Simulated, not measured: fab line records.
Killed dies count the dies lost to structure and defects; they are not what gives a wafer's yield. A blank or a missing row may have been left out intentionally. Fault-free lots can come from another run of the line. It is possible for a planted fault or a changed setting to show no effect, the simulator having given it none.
Which tool is to blame? :: flow gf180mcu :: 11 lots, 33 wafers sampled, at 4 steps of a route of 602

WHAT THE GAUGES SHOWED, per wafer
GF_V3_THK_MEAS_03.
lot: L951
measured: day 22 01:22
on: film-metro-03
V3_CVD_02_THK (nm): 846 848 834

lot: L953
measured: day 23 09:23
on: film-metro-02
V3_CVD_02_THK (nm): 836 853 860

lot: L954
measured: day 23 19:34
on: film-metro-03
V3_CVD_02_THK (nm): 844 838 838

lot: L956
measured: day 24 16:36
on: film-metro-04
V3_CVD_02_THK (nm): 848 865 861

lot: L958
measured: day 25 00:13
on: film-metro-02
V3_CVD_02_THK (nm): 845 826 855

lot: L960
measured: day 25 10:15
on: film-metro-04
V3_CVD_02_THK (nm): 837 854 847

lot: L962
measured: day 26 01:17
on: film-metro-04
V3_CVD_02_THK (nm): 844 839 841

lot: L963
measured: day 26 10:32
on: film-metro-03
V3_CVD_02_THK (nm): 848 847 864

lot: L964
measured: day 26 20:03
on: film-metro-02
V3_CVD_02_THK (nm): 829 843 834

lot: L971
measured: day 28 18:06
on: film-metro-04
V3_CVD_02_THK (nm): 834 851 841

lot: L973
measured: day 29 07:43
on: film-metro-03
V3_CVD_02_THK (nm): 856 851 863

GF_V3_CD_MEAS_14: the cd target is 260 nm.
lot: L951
measured: day 23 01:43
on: cd-sem-01
cd-nm (nm): 261.5 261.7 261.0

lot: L953
measured: day 24 08:23
on: cd-sem-01
cd-nm (nm): 260.9 260.4 260.4

lot: L954
measured: day 24 18:07
on: cd-sem-02
cd-nm (nm): 260.0 260.3 258.6

lot: L956
measured: day 25 14:58
on: cd-sem-02
cd-nm (nm): 262.1 260.1 260.8

lot: L958
measured: day 25 21:58
on: cd-sem-02
cd-nm (nm): 260.3 262.2 259.5

lot: L960
measured: day 26 08:10
on: cd-sem-01
cd-nm (nm): 259.7 258.2 259.2

lot: L962
measured: day 26 22:47
on: cd-sem-01
cd-nm (nm): 258.9 259.9 259.5

lot: L963
measured: day 27 07:20
on: cd-sem-01
cd-nm (nm): 247.2 246.0 247.9

lot: L964
measured: day 27 16:25
on: cd-sem-02
cd-nm (nm): 247.1 248.1 247.5

lot: L971
measured: day 29 14:24
on: cd-sem-02
cd-nm (nm): 259.8 258.9 259.8

lot: L973
measured: day 30 03:09
on: cd-sem-02
cd-nm (nm): 258.4 258.7 258.5

EACH LOT AND THE TOOL THAT RAN IT (in order: tool; ch and the chambers of the sampled wafers; start)
lot: L951
GF_M3_STRIP_17: plasma-asher-01 ch 0,1, day 22 00:38
GF_V3_SOFTBAKE_10: litho-track-03 ch 0, day 22 14:00

lot: L953
GF_M3_STRIP_17: plasma-asher-04 ch 0,1, day 23 08:32
GF_V3_SOFTBAKE_10: litho-track-01 ch 0, day 23 21:00

lot: L954
GF_M3_STRIP_17: plasma-asher-03 ch 0,1, day 23 18:47
GF_V3_SOFTBAKE_10: litho-track-03 ch 0, day 24 06:00

lot: L956
GF_M3_STRIP_17: plasma-asher-01 ch 0,1, day 24 15:50
GF_V3_SOFTBAKE_10: litho-track-01 ch 0, day 25 03:00

lot: L958
GF_M3_STRIP_17: plasma-asher-04 ch 1, day 24 23:29
GF_V3_SOFTBAKE_10: litho-track-04 ch 0, day 25 12:00

lot: L960
GF_M3_STRIP_17: plasma-asher-03 ch 0,1, day 25 09:31
GF_V3_SOFTBAKE_10: litho-track-04 ch 0, day 25 21:00

lot: L962
GF_M3_STRIP_17: plasma-asher-03 ch 1, day 26 00:32
GF_V3_SOFTBAKE_10: litho-track-03 ch 0, day 26 12:00

lot: L963
GF_M3_STRIP_17: plasma-asher-01 ch 1, day 26 09:47
GF_V3_SOFTBAKE_10: litho-track-03 ch 0, day 26 21:00

lot: L964
GF_M3_STRIP_17: plasma-asher-01 ch 0,1, day 26 19:17
GF_V3_SOFTBAKE_10: litho-track-03 ch 0, day 27 06:00

lot: L971
GF_M3_STRIP_17: plasma-asher-01 ch 0,1, day 28 17:22
GF_V3_SOFTBAKE_10: litho-track-01 ch 0, day 29 04:00

lot: L973
GF_M3_STRIP_17: plasma-asher-04 ch 0,1, day 29 07:00
GF_V3_SOFTBAKE_10: litho-track-04 ch 0, day 29 17:00
- GF_M3_STRIP_17: strips in O2/N2.
- GF_V3_SOFTBAKE_10: time 60 s.

AS READ BY THE TOOLS THEMSELVES (means over the sampled wafers that have a number; for cases with no such wafer, the mark the record gives instead)
GF_M3_STRIP_17.
lot: L951
tool: plasma-asher-01
chamber-pressure-mTorr (mTorr): 1500.5
drypump-motor-current-A (A): 5.0
heater-power-w (W): 305
oes-product-au (a.u.): 0.551
strip-time-to-endpoint-s (s): 7.89

lot: L953
tool: plasma-asher-04
chamber-pressure-mTorr (mTorr): 1499.7
drypump-motor-current-A (A): 5.6
heater-power-w (W): 378
oes-product-au (a.u.): 0.563
strip-time-to-endpoint-s (s): 7.92

lot: L954
tool: plasma-asher-03
chamber-pressure-mTorr (mTorr): 1500.3
drypump-motor-current-A (A): 5.4
heater-power-w (W): 304
oes-product-au (a.u.): 0.553
strip-time-to-endpoint-s (s): 7.88

lot: L956
tool: plasma-asher-01
chamber-pressure-mTorr (mTorr): 1499.1
drypump-motor-current-A (A): 5.0
heater-power-w (W): 306
oes-product-au (a.u.): 0.554
strip-time-to-endpoint-s (s): 7.82

lot: L958
tool: plasma-asher-04
chamber-pressure-mTorr (mTorr): 1499.0
drypump-motor-current-A (A): 6.5
heater-power-w (W): 401
oes-product-au (a.u.): 0.559
strip-time-to-endpoint-s (s): 7.92

lot: L960
tool: plasma-asher-03
chamber-pressure-mTorr (mTorr): 1499.4
drypump-motor-current-A (A): 5.4
heater-power-w (W): 303
oes-product-au (a.u.): 0.560
strip-time-to-endpoint-s (s): 7.85

lot: L962
tool: plasma-asher-03
chamber-pressure-mTorr (mTorr): 1498.6
drypump-motor-current-A (A): 5.7
heater-power-w (W): 305
oes-product-au (a.u.): 0.560
strip-time-to-endpoint-s (s): 7.92

lot: L963
tool: plasma-asher-01
chamber-pressure-mTorr (mTorr): 1500.1
drypump-motor-current-A (A): 5.4
heater-power-w (W): 282
oes-product-au (a.u.): 0.560
strip-time-to-endpoint-s (s): 7.88

lot: L964
tool: plasma-asher-01
chamber-pressure-mTorr (mTorr): 1501.5
drypump-motor-current-A (A): 5.2
heater-power-w (W): 294
oes-product-au (a.u.): 0.559
strip-time-to-endpoint-s (s): 7.85

lot: L971
tool: plasma-asher-01
chamber-pressure-mTorr (mTorr): 1499.3
drypump-motor-current-A (A): 5.0
heater-power-w (W): 305
oes-product-au (a.u.): 0.556
strip-time-to-endpoint-s (s): 7.83

lot: L973
tool: plasma-asher-04
chamber-pressure-mTorr (mTorr): 1500.0
drypump-motor-current-A (A): 6.0
heater-power-w (W): 386
oes-product-au (a.u.): 0.556
strip-time-to-endpoint-s (s): 7.87

GF_V3_SOFTBAKE_10.
lot: L951
tool: litho-track-03
chill-plate-temp-C (C): 23.00
heater-power-total-W (W): 93.03
plate-temp-C (C): 130.02
resist-line-temp-C (C): 23.02

lot: L953
tool: litho-track-01
chill-plate-temp-C (C): 22.98
heater-power-total-W (W): 93.04
plate-temp-C (C): 130.05
resist-line-temp-C (C): 23.01

lot: L954
tool: litho-track-03
chill-plate-temp-C (C): 22.89
heater-power-total-W (W): 93.06
plate-temp-C (C): 130.03
resist-line-temp-C (C): 22.96

lot: L956
tool: litho-track-01
chill-plate-temp-C (C): 22.98
heater-power-total-W (W): 93.01
plate-temp-C (C): 130.22
resist-line-temp-C (C): 22.84

lot: L958
tool: litho-track-04
chill-plate-temp-C (C): 22.84
heater-power-total-W (W): 93.02
plate-temp-C (C): 129.87
resist-line-temp-C (C): 22.82

lot: L960
tool: litho-track-04
chill-plate-temp-C (C): 22.83
heater-power-total-W (W): 92.98
plate-temp-C (C): 129.85
resist-line-temp-C (C): 23.09

lot: L962
tool: litho-track-03
chill-plate-temp-C (C): 22.91
heater-power-total-W (W): 92.96
plate-temp-C (C): 129.86
resist-line-temp-C (C): 22.86

lot: L963
tool: litho-track-03
chill-plate-temp-C (C): 22.96
heater-power-total-W (W): 87.92
plate-temp-C (C): 124.53
resist-line-temp-C (C): 22.99

lot: L964
tool: litho-track-03
chill-plate-temp-C (C): 23.03
heater-power-total-W (W): 87.95
plate-temp-C (C): 124.56
resist-line-temp-C (C): 23.01

lot: L971
tool: litho-track-01
chill-plate-temp-C (C): 23.03
heater-power-total-W (W): 93.10
plate-temp-C (C): 129.96
resist-line-temp-C (C): 23.02

lot: L973
tool: litho-track-04
chill-plate-temp-C (C): 22.96
heater-power-total-W (W): 93.02
plate-temp-C (C): 129.99
resist-line-temp-C (C): 23.00

THE ANSWER, worked out from the rows above alone
Rule: the usual values come from the lots themselves. Put in order of their means at a reading, lots are off if they are a third of the lots or fewer, leave a main group of 4 or more, and stand apart from it by a gap of 3 or more times the standard deviation of the main group's means; of several such gaps the widest counts. A main group is skipped when, at the precision printed for the reading in the tables above, its means are all equal. A lot without any number at a reading at which 4 lots or more have one is off too. All remaining lots with rows at the step are treated as sound. After the gauges, taken in route order, come the tools' own readings; for these a lot's mean is taken, as printed above. The first step at which some lot is off is used, and at that step the reading that is off furthest; a lot without a number counts as furthest.
Off, at GF_V3_CD_MEAS_14 on cd-nm: L963, L964. The main group has a mean of 260.0 nm with a standard deviation of 0.91.
A tool fits if, at a process step before that reading, it ran every lot that is off, and no sound lot after the first of them. The gauges at GF_V3_CD_MEAS_14 aren't tried: what is off there is off at GF_V3_SOFTBAKE_10 too, on other tools, and a gauge's error can't cause that. One fits: GF_V3_SOFTBAKE_10 on litho-track-03. A fault onset in the window from L962 (day 26 12:00, its last sound lot) to L963 (day 26 21:00, its first lot off) fits.
The tool's own readings at GF_V3_SOFTBAKE_10 bear it out: on the lots that are off they differ by more than 5 times the standard deviation of the sound lots' means. heater-power-total-W reads 87.94 W there against 93.02 W on the sound lots; plate-temp-C reads 124.55 C there against 129.98 C on the sound lots.

WHAT WAS PUT IN BY THE SIMULATOR
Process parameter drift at GF_V3_SOFTBAKE_10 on litho-track-03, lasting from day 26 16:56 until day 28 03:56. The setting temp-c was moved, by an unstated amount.
Shown lots that were struck: L963, L964. This agrees with what the rule above found.
